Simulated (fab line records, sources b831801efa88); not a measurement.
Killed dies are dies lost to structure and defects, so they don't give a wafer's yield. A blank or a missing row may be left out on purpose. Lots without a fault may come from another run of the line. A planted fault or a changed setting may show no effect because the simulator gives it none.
fab line records | flow sky130
record lots=5 wafers=15 last_day=50
route steps=708 shown CAP2M@614 METAL4@621 PAD_OPEN@708
lots that met no fault: from a run of the same line without faults
start_h: hours from the record's first day to the start of the lot's first wafer shown | wait_h: hours since the lot's step before | " the same as in the row above | L1.1+2: a row that stands for several wafers | - no value, or no start given | * or withheld: withheld | < > ~ a bound
route shown NAME@n: a module of which the file shows steps, and the number in the route of the first | usual: mean/standard deviation of fault-free wafers | same: alike in all rows | chamber/n: place in a boat | sites: the reading at each site | _std_site: their standard deviation | _edge_site: outer sites' mean less inner sites' | radius_mm: how far each site lies from the wafer's centre | mask NAME#n: copy n | behind: the tool/chamber that last shaped the wafer | hold: why the lot was held/for how many hours/how that ended | device: the transistor (n, p or np) that didn't switch | end of line: the same wafers' tests at the end of the route | a step without rows: its recipe alone | killed: dies lost to structure and defects at the first sort, not the wafer's yield | map: a wafer's dies, x killed, . not, _ none there
set.NAME: the setting as run; set.NAME@STEP: as run at that earlier step | model.NAME: the simulator's own value behind a step, which no gauge read
lots at some steps of the route; a table a step, a row a wafer
services: from which hour (start_h, from the record's first day; less than 0 if before it) a tool's chamber was out of use, for how many hours, and why
## steps
# step SKY_CAP2M_DEVELOP_11
# recipe resist=NOVOLAK developer=TMAH develop_time_s=60 dev_temp_c=23
# step SKY_CAP2M_OVL_MEAS_12
# usual CAP2M_OVL=-0.9/1.3
# columns lot.wafer tool chamber start_h wait_h CAP2M_OVL[nm]
L966.1 overlay-02 - 960.87 0.1 -0.6
L966.4 " - " " 0.1
L966.5 " - " " -1.1
L967.1 overlay-01 - 969.17 0.1 -0.6
L967.2 " - " " -0.6
L967.6 " - " " -1.3
L969.3 overlay-01 - 977.48 0.1 -0.6
L969.4 " - " " -0.1
L969.5 " - " " -0.7
L981.1 overlay-02 - 1056.45 0.1 -4.2
L981.4 " - " " -2.9
L981.5 " - " " -3.1
L988.1 overlay-01 - 1093.77 0.1 -0.8
L988.5 " - " " -0.4
L988.6 " - " " 0.9
# step SKY_CAP2M_METAL_ETCH_13
# recipe target_depth_nm=220 stop_on=SiO2 chemistry=Cl2/BCl3 target=TiN pressure_mtorr=10 icp_w=900 bias_w=48.5 Cl2_flow_sccm=60 bcl3_flow_sccm=30 time_s=62.9
# usual drypump_motor_current_A=5.6/0.48 mfc_cl2_sccm=60.01/0.17 oes_product_au=0.945/0.0076 throttle_valve_pct=21.900/0.01
# columns lot.wafer tool chamber start_h wait_h drypump_motor_current_A mfc_cl2_sccm oes_product_au rf_hours_counter_h throttle_valve_pct
L966.1 rie_metal-03 0 960.91 0.0 4.9 60.16 0.943 16 21.903
L966.4 " 1 " " 5.5 59.80 0.943 - 21.897
L966.5 " 1 " " 5.5 60.23 0.941 - 21.892
L967.1 rie_metal-03 1 969.21 0.0 5.5 60.07 0.929 4 21.909
L967.2 " 0 " " 4.9 60.12 0.952 16 21.907
L967.6 " 1 " " 5.5 59.87 0.933 - 21.900
L969.3 rie_metal-03 0 977.53 0.0 4.9 60.08 0.948 - 21.903
L969.4 " 1 " " 5.5 60.12 0.945 - 21.897
L969.5 " 0 " " 4.9 59.92 0.950 - 21.902
L981.1 rie_metal-03 0 1056.49 0.0 4.9 60.08 0.953 22 21.893
L981.4 " 1 " " 5.5 59.90 0.948 - 21.899
L981.5 " 1 " " 5.5 59.84 0.945 - 21.904
L988.1 rie_metal-04 0 1093.81 0.0 6.3 59.87 0.952 6 21.893
L988.5 " 0 " " 6.3 59.68 0.951 - 21.881
L988.6 " 1 " " 5.5 60.07 0.948 - 21.893
# step SKY_CAP2M_STRIP_14
# recipe chemistry=O2/N2 power_w=1400 pressure_mtorr=1500 platen_temp_c=withheld o2_flow_sccm=3000 n2_flow_sccm=300 overash_fraction=0.5
# usual drypump_motor_current_A=5.5/0.42 oes_product_au=0.710/0.0049 strip_time_to_endpoint_s=12.67/0.041
# same overash_fraction=0.5
# columns lot.wafer tool chamber start_h wait_h drypump_motor_current_A oes_product_au rf_hours_counter_h strip_time_to_endpoint_s
L966.1 plasma_asher-04 0 960.98 0.1 5.1 0.712 99 12.71
L966.4 " 0 " " 5.1 0.708 - 12.74
L966.5 " 0 " " 5.1 0.713 - 12.73
L967.1 plasma_asher-03 0 969.28 0.1 6.0 0.710 24 12.67
L967.2 " 1 " " 5.9 0.711 24 12.64
L967.6 " 1 " " 5.9 0.708 - 12.66
L969.3 plasma_asher-01 1 977.61 0.1 5.5 0.709 - 12.59
L969.4 " 0 " " 4.8 0.712 - 12.58
L969.5 " 0 " " 4.8 0.711 - 12.60
L981.1 plasma_asher-01 0 1056.56 0.1 4.8 0.705 67 12.74
L981.4 " 1 " " 5.5 0.707 - 12.72
L981.5 " 1 " " 5.4 0.705 - 12.73
L988.1 plasma_asher-04 1 1093.89 0.1 5.3 0.714 3 12.74
L988.5 " 0 " " 5.1 0.708 - 12.74
L988.6 " 1 " " 5.3 0.701 - 12.70
# step SKY_CAP2M_STRIP_15
# recipe chemistry=post_etch_residue_remover time_s=1200 temp_c=72.5
# step SKY_CAP2M_CLEAN_16
# recipe chemistry=IPA time_s=180 temp_c=25
# step SKY_CAP2M_CLEAN_17
# recipe chemistry=O3/DIW dry=n2_spin
# step SKY_METAL4_DEHYDRATE_05
# recipe temp_c=200 time_s=60
# step SKY_METAL4_HMDS_06
# recipe prime_time_s=60 prime_temp_c=120
# step SKY_METAL4_COAT_07
# recipe resist=BARC temp_c=withheld time_s=withheld spin_rpm=3000 resist_thk_nm=60
# step SKY_METAL4_COAT_08
# recipe resist=KrF-thick spin_rpm=3000 resist_thk_nm=1140
# step SKY_METAL4_SOFTBAKE_09
# recipe temp_c=100 time_s=90 resist=KrF-thick
# step SKY_METAL4_EXPOSE_10
# recipe mask_id=MM4 na=0.68 source_shape=annular sigma_inner=0.4 sigma_outer=0.8 target_cd_nm=300 dose_mj=28
# columns lot.wafer tool chamber start_h wait_h mask
L966.1+4+5 krf_scanner-01 0 973.69 - MM4#0
L967.1+2+6 krf_scanner-01 0 981.62 - MM4#0
L969.3+4+5 krf_scanner-01 0 990.44 - MM4#0
L981.1+4+5 krf_scanner-02 0 1068.37 - MM4#0
L988.1+5+6 krf_scanner-01 0 1104.47 - MM4#0
# step SKY_METAL4_PEB_11
# recipe peb_temp_c=withheld peb_time_s=withheld resist=KrF-thick
# step SKY_METAL4_DEVELOP_12
# recipe develop_time_s=60 resist=KrF-thick dev_temp_c=21
# step SKY_METAL4_CD_MEAS_13
# recipe target_cd_nm=300
# usual cd_nm=299.9/1.2
# columns lot.wafer tool chamber start_h wait_h cd_nm
L966.1 cd_sem-02 - 985.55 - 298.1
L966.4 " - " " 298.4
L966.5 " - " " 297.9
L967.1 cd_sem-02 - 994.21 - 300.1
L967.2 " - " " 299.4
L967.6 " - " " 301.1
L969.3 cd_sem-02 - 1002.19 - 301.8
L969.4 " - " " 285.3
L969.5 " - " " 301.4
L981.1 cd_sem-01 - 1078.52 - 300.2
L981.4 " - " " 301.2
L981.5 " - " " 301.0
L988.1 cd_sem-01 - 1114.32 - 299.8
L988.5 " - " " 298.4
L988.6 " - " " 298.5
# step SKY_METAL4_OVL_MEAS_14
# usual METAL4_OVL=-1/7.2
# columns lot.wafer tool chamber start_h wait_h METAL4_OVL[nm]
L966.1 overlay-02 - 985.67 0.1 -14
L966.4 " - " " -10
L966.5 " - " " -17
L967.1 overlay-02 - 994.33 0.1 -4
L967.2 " - " " 2
L967.6 " - " " 4
L969.3 overlay-02 - 1002.28 0.1 -7
L969.4 " - " " -7
L969.5 " - " " -13
L981.1 overlay-02 - 1078.64 0.1 4
L981.4 " - " " -3
L981.5 " - " " 3
L988.1 overlay-01 - 1114.44 0.1 -11
L988.5 " - " " -3
L988.6 " - " " -5
# step SKY_METAL4_DESCUM_15
# recipe chemistry=O2 source_power_w=150 bias_power_w=0 pressure_mtorr=10 temp_c=40 time_s=8
# usual drypump_motor_current_A=5.5/0.49 oes_product_au=1.000/0.0067
# columns lot.wafer tool chamber start_h wait_h drypump_motor_current_A oes_product_au rf_hours_counter_h model.METAL4.cd_nm
L966.1 rie_metal-02 0 985.70 0.0 5.8 1.001 19 298.8
L966.4 " 0 " " 5.8 1.006 - 298.3
L966.5 " 1 " " 6.2 1.004 - 298.2
L967.1 rie_metal-01 0 994.37 0.0 6.2 1.012 21 300.5
L967.2 " 1 " " 5.1 1.000 13 299.1
L967.6 " 1 " " 5.1 1.007 - 301.3
L969.3 rie_metal-03 1 1002.32 0.0 5.5 1.002 - 301.6
L969.4 " 0 " " 4.9 1.012 - 285.9
L969.5 " 0 " " 4.9 1.001 - 300.9
L981.1 rie_metal-02 0 1078.68 0.0 5.8 1.001 24 300.5
L981.4 " 0 " " 5.7 0.997 - 301.2
L981.5 " 1 " " 6.3 0.990 - 301
L988.1 rie_metal-03 1 1114.48 0.0 5.5 1.004 14 299.4
L988.5 " 1 " " 5.5 1.007 - 298.3
L988.6 " 0 " " 4.9 1.012 - 298.3
# step SKY_METAL4_ETCH_16
# recipe chemistry=N2/H2 target=BARC ion_energy_ev=200 bias_w=100 pressure_mtorr=30 n2_flow_sccm=100 h2_flow_sccm=200 icp_w=500 stop_on=SiO2 time_s=88.2 target_depth_a=600
# usual drypump_motor_current_A=5.5/0.49 h2_flow_sccm=200.0/0.62 oes_product_au=0.626/0.0046 throttle_valve_pct=13.205/0.0095
# columns lot.wafer tool chamber start_h wait_h drypump_motor_current_A h2_flow_sccm oes_product_au rf_hours_counter_h throttle_valve_pct
L966.1 rie_metal-02 0 985.74 0.0 5.8 199.7 0.628 19 13.191
L966.4 " 0 " " 5.8 199.5 0.626 - 13.205
L966.5 " 1 " " 6.3 200.1 0.623 - 13.209
L967.1 rie_metal-01 0 994.40 0.0 6.2 199.9 0.625 21 13.196
L967.2 " 1 " " 5.1 200.1 0.629 13 13.214
L967.6 " 1 " " 5.1 200.6 0.629 - 13.192
L969.3 rie_metal-03 1 1002.37 0.0 5.5 199.8 0.628 - 13.201
L969.4 " 0 " " 4.9 199.9 0.622 - 13.228
L969.5 " 0 " " 4.9 200.1 0.634 - 13.202
L981.1 rie_metal-02 0 1078.71 0.0 5.8 199.2 0.632 24 13.210
L981.4 " 0 " " 5.8 199.4 0.629 - 13.213
L981.5 " 1 " " 6.3 199.7 0.628 - 13.198
L988.1 rie_metal-03 1 1114.51 0.0 5.5 200.0 0.626 14 13.206
L988.5 " 1 " " 5.5 199.7 0.624 - 13.211
L988.6 " 0 " " 4.9 200.2 0.626 - 13.191
# step SKY_METAL4_ETCH_17
# recipe target=SiO2 stop_on=TiN chemistry=C4F8/O2/Ar source_w=1500 bias_w=1200 pressure_mtorr=40 c4f8_flow_sccm=withheld O2_flow_sccm=6 Ar_flow_sccm=300 time_s=3.9 target_depth_a=150
# usual oes_product_au=0.756/0.0065
# columns lot.wafer tool chamber start_h wait_h oes_product_au rf_hours_counter_h
L966.1 rie_diel-03 1 985.83 0.1 0.749 11
L966.4 " 3 " " 0.760 18
L966.5 " 2 " " 0.763 -
L967.1 rie_diel-04 2 994.50 0.1 0.755 11
L967.2 " 1 " " 0.752 5
L967.6 " 0 " " 0.756 -
L969.3 rie_diel-04 0 1002.43 0.0 0.751 18
L969.4 " 3 " " 0.764 4
L969.5 " 0 " " 0.753 -
L981.1 rie_diel-01 2 1078.81 0.1 0.754 12
L981.4 " 1 " " 0.766 22
L981.5 " 3 " " 0.765 -
L988.1 rie_diel-01 0 1114.61 0.1 0.747 24
L988.5 " 1 " " 0.754 -
L988.6 " 0 " " 0.767 -
# step SKY_METAL4_METAL_ETCH_18
# recipe target_depth_a=8450 stop_on=SiO2 over_etch_frac=0.3 time_s=183.1 chemistry=Cl2/BCl3 resist_sidewall_deg=88 pressure_mtorr=10 icp_w=900 bias_w=48.5 Cl2_flow_sccm=60 bcl3_flow_sccm=30
# usual drypump_motor_current_A=5.7/0.51 mfc_cl2_sccm=59.99/0.19 oes_product_au=0.866/0.0054 throttle_valve_pct=22.263/0.0088
# columns lot.wafer tool chamber start_h wait_h drypump_motor_current_A mfc_cl2_sccm oes_product_au rf_hours_counter_h throttle_valve_pct model.METAL4.cd_nm
L966.1 rie_metal-01 1 985.85 0.0 5.1 60.13 0.868 12 22.271 295
L966.4 " 1 " " 5.1 59.94 0.861 - 22.265 295.5
L966.5 " 0 " " 6.2 59.69 0.859 - 22.283 292.2
L967.1 rie_metal-03 1 994.52 0.0 5.5 59.90 0.862 6 22.259 303.1
L967.2 " 0 " " 4.9 59.98 0.868 17 22.258 296.9
L967.6 " 0 " " 4.9 59.82 0.873 - 22.261 299.5
L969.3 rie_metal-02 0 1002.51 0.1 5.8 59.73 0.871 - 22.248 306.5
L969.4 " 1 " " 6.3 59.76 0.872 - 22.267 288.2
L969.5 " 1 " " 6.2 59.53 0.862 - 22.283 302.7
L981.1 rie_metal-01 0 1078.83 0.0 6.2 60.41 0.862 4 22.247 298.2
L981.4 " 0 " " 6.2 60.01 0.859 - 22.243 299.3
L981.5 " 0 " " 6.2 60.32 0.861 - 22.279 300
L988.1 rie_metal-02 1 1114.63 0.0 6.3 59.74 0.869 23 22.275 298.8
L988.5 " 1 " " 6.3 59.77 0.872 - 22.262 295.6
L988.6 " 1 " " 6.3 59.99 0.881 - 22.260 297
# step SKY_METAL4_STRIP_19
# recipe chemistry=O2/N2 power_w=1400 pressure_mtorr=1500 platen_temp_c=withheld o2_flow_sccm=3000 n2_flow_sccm=300 overash_fraction=0.5
# usual drypump_motor_current_A=5.4/0.31 oes_product_au=0.503/0.0054 strip_time_to_endpoint_s=6.53/0.063
# same overash_fraction=0.5
# columns lot.wafer tool chamber start_h wait_h drypump_motor_current_A oes_product_au rf_hours_counter_h strip_time_to_endpoint_s
L966.1 plasma_asher-01 0 986.03 0.1 4.8 0.503 60 6.57
L966.4 " 1 " " 5.4 0.492 - 6.51
L966.5 " 1 " " 5.4 0.500 - 6.52
L967.1 plasma_asher-04 1 994.70 0.1 5.2 0.503 102 6.54
L967.2 " 0 " " 5.1 0.499 102 6.52
L967.6 " 1 " " 5.2 0.505 - 6.58
L969.3 plasma_asher-02 0 1002.66 0.1 5.6 0.495 - 6.37
L969.4 " 1 " " 5.7 0.504 - 6.48
L969.5 " 0 " " 5.6 0.496 - 6.44
L981.1 plasma_asher-01 1 1079.00 0.1 5.4 0.504 69 6.54
L981.4 " 1 " " 5.4 0.502 - 6.54
L981.5 " 0 " " 4.8 0.504 - 6.57
L988.1 plasma_asher-02 1 1114.98 0.3 5.7 0.501 99 6.51
L988.5 " 0 " " 5.6 0.507 - 6.53
L988.6 " 1 " " 5.8 0.512 - 6.60
# step SKY_PAD_OPEN_PROBE_99
# usual defect_limited_yield=82.4/2 killed_at_M0_to_M3=44/6.8 killed_at_M4_up=3.4/2 killed_at_contacts=24/5.2 killed_at_front_end=15/5.2 killed_at_other=0.2/0.46 killed_dies=87/9.8 killed_open=47/7.5 killed_short=39/6.8 sort_bin_3_pad_short=0.8/0.37 sort_bin_5_function=10.5/1.5 sort_bin_6_memory=6.3/1.2 sort_n_pass=405/9.8 sort_yield_pct=82.4/2
# same gross_dies=492 killed_at_back_side=0 sort_bin_4_leakage[%]=0 sort_bin_8_speed[%]=0
# columns lot.wafer tool chamber start_h wait_h defect_limited_yield[%] killed_at_M0_to_M3 killed_at_M4_up killed_at_contacts killed_at_front_end killed_at_other killed_dies killed_open killed_short sort_bin_3_pad_short[%] sort_bin_5_function[%] sort_bin_6_memory[%] sort_n_pass sort_yield_pct[%] model.etest.met4.width_nm model.etest.met4.line_ohm_um
L966.1 prober-02 - 1081.30 0.1 79.7 52 4 24 20 0 100 52 48 1.2 13.2 5.9 392 79.7 299.6 0.1413
L966.4 prober-02 - 1081.45 0.2 82.3 43 3 22 18 1 87 46 41 1.0 10.4 6.3 405 82.3 293.5 0.146
L966.5 prober-02 - 1081.50 0.2 84.1 40 2 24 11 1 78 42 36 1.2 10.4 4.3 414 84.1 289.7 0.147
L967.1 prober-01 - 1087.90 0.1 80.5 41 12 28 15 0 96 37 59 0.8 12.0 6.7 396 80.5 304.6 0.1411
L967.2 prober-01 - 1087.95 0.1 81.9 43 3 26 17 0 89 51 38 1.2 13.2 3.7 403 81.9 299.1 0.1412
L967.6 prober-01 - 1088.15 0.2 80.9 45 3 23 23 0 94 54 40 0.8 11.6 6.7 398 80.9 300.9 0.1406
L969.3 prober-01 - 1095.48 0.2 81.7 53 4 22 9 2 90 48 42 0.6 11.4 6.3 402 81.7 303.9 0.1398
L969.4 prober-01 - 1095.53 0.2 83.3 35 3 33 11 0 82 51 31 0.6 9.3 6.7 410 83.3 286.5 0.1505
L969.5 prober-01 - 1095.58 0.2 81.1 44 5 32 12 0 93 50 43 1.6 11.0 6.3 399 81.1 303.5 0.1401
L981.4 prober-01 - 1162.94 0.2 86.6 27 2 28 9 0 66 39 27 0.8 8.1 4.5 426 86.6 300.7 0.1453
# killed by level:class
L966.1 VIA2:geometric_particle:open=10 CONTACT:geometric_particle:open=9 METAL1:geometric_particle:short=8 VIA1:geometric_particle:open=8 FIELD_ISO:geometric_particle:short=5 VIA1:geometric_particle:short=5 METAL2:geometric_particle:short=5 VIA3:geometric_particle:open=5
L966.4 VIA1:geometric_particle:open=14 LOCAL_INTERCONNECT:geometric_particle:short=7 POLY_GATE:geometric_particle:short=6 LI_CONTACT:geometric_particle:open=6 VIA3:geometric_particle:open=6 CONTACT:geometric_particle:open=5 VIA2:geometric_particle:open=5 VIA3:geometric_particle:short=5
L966.5 VIA1:geometric_particle:open=11 CONTACT:geometric_particle:open=10 LOCAL_INTERCONNECT:geometric_particle:short=8 VIA2:geometric_particle:open=7 VIA3:geometric_particle:open=5 FIELD_ISO:geometric_particle:short=4 LI_CONTACT:geometric_particle:open=4 METAL1:geometric_particle:short=4
L967.1 LI_CONTACT:geometric_particle:open=8 FIELD_ISO:geometric_particle:short=7 METAL2:geometric_particle:short=7 METAL1:geometric_particle:short=7 METAL4:geometric_particle:short=7 CONTACT:geometric_particle:open=6 CONTACT:geometric_particle:short=5 VIA1:geometric_particle:open=5
L967.2 CONTACT:geometric_particle:open=12 VIA1:geometric_particle:open=12 FIELD_ISO:geometric_particle:short=6 LI_CONTACT:geometric_particle:open=6 POLY_GATE:geometric_particle:open=5 CONTACT:geometric_particle:short=5 VIA1:geometric_particle:short=5 METAL2:geometric_particle:short=5
L967.6 VIA1:geometric_particle:open=12 CONTACT:geometric_particle:open=10 FIELD_ISO:geometric_particle:open=8 METAL2:geometric_particle:short=6 METAL3:geometric_particle:short=6 FIELD_ISO:geometric_particle:short=5 LOCAL_INTERCONNECT:geometric_particle:short=5 POLY_GATE:geometric_particle:open=4
L969.3 VIA2:geometric_particle:open=12 VIA1:geometric_particle:open=10 CONTACT:geometric_particle:open=8 METAL2:geometric_particle:short=7 LI_CONTACT:geometric_particle:open=6 VIA1:geometric_particle:short=6 VIA3:geometric_particle:open=5 METAL3:geometric_particle:short=5
L969.4 CONTACT:geometric_particle:open=13 VIA1:geometric_particle:open=10 CONTACT:geometric_particle:short=8 METAL2:geometric_particle:short=6 LI_CONTACT:geometric_particle:open=6 FIELD_ISO:geometric_particle:open=4 FIELD_ISO:geometric_particle:short=4 VIA2:geometric_particle:open=4
L969.5 CONTACT:geometric_particle:open=13 LI_CONTACT:geometric_particle:open=10 VIA1:geometric_particle:open=8 METAL2:geometric_particle:short=7 VIA2:geometric_particle:open=6 CONTACT:geometric_particle:short=5 METAL1:geometric_particle:short=5 FIELD_ISO:geometric_particle:short=4
L981.4 LI_CONTACT:geometric_particle:open=9 CONTACT:geometric_particle:open=8 VIA1:geometric_particle:open=8 CONTACT:geometric_particle:short=7 METAL1:geometric_particle:short=5 POLY_GATE:geometric_particle:open=4 VIA2:geometric_particle:open=4 METAL2:geometric_particle:short=3
## services
# columns tool chamber start_h hours kind
plasma_asher-03 - 937.74 2.8 pm
rie_diel-01 3 938.13 12.2 repair
rie_metal-03 - 939.76 9.0 repair
rie_metal-01 - 944.82 4.3 pm
rie_diel-04 0 953.94 7.1 repair
rie_metal-01 - 970.23 0.5 repair
rie_diel-04 1 971.05 7.3 repair
rie_diel-04 - 971.57 0.5 repair
rie_diel-04 0 982.91 3.1 repair
rie_metal-02 - 1010.25 14.6 pm
krf_scanner-01 - 1013.40 1.3 pm
rie_diel-04 1 1016.73 2.1 repair
krf_scanner-01 - 1029.92 0.8 pm
krf_scanner-01 - 1033.94 1.0 pm
rie_diel-01 1 1039.92 1.5 repair
krf_scanner-01 - 1047.19 0.9 repair
plasma_asher-01 - 1048.08 2.8 pm
plasma_asher-04 - 1055.25 9.0 pm
rie_diel-04 - 1058.04 2.6 repair
rie_diel-04 3 1094.49 5.6 repair
rie_metal-03 - 1096.68 0.3 repair
rie_diel-01 - 1097.53 0.6 repair
rie_diel-04 2 1098.89 5.2 repair
rie_diel-04 0 1103.21 13.4 repair
## key
first_sign step=SKY_METAL4_CD_MEAS_13 reading=cd_nm direction=down sigmas=12 usual=299.9 struck=285.3
effect none on later readings
model_effect step=SKY_METAL4_DESCUM_15 value=METAL4.cd_nm without=299.5 struck=285.9
model_effect step=SKY_METAL4_METAL_ETCH_18 value=METAL4.cd_nm without=301.9 struck=288.2
model_effect step=SKY_PAD_OPEN_PROBE_99 value=etest.met4.width_nm without=300.2 struck=286.5
met_at SKY_METAL4_EXPOSE_10
struck_wafers L969.4
onset_between 981.62 990.44
fault kind=process_parameter_drift tool=krf_scanner-01 chamber=- onset_h=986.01 steps=SKY_METAL4_EXPOSE_10 channel=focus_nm offset=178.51 shape=step end_h=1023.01 scope=struck_wafers_only
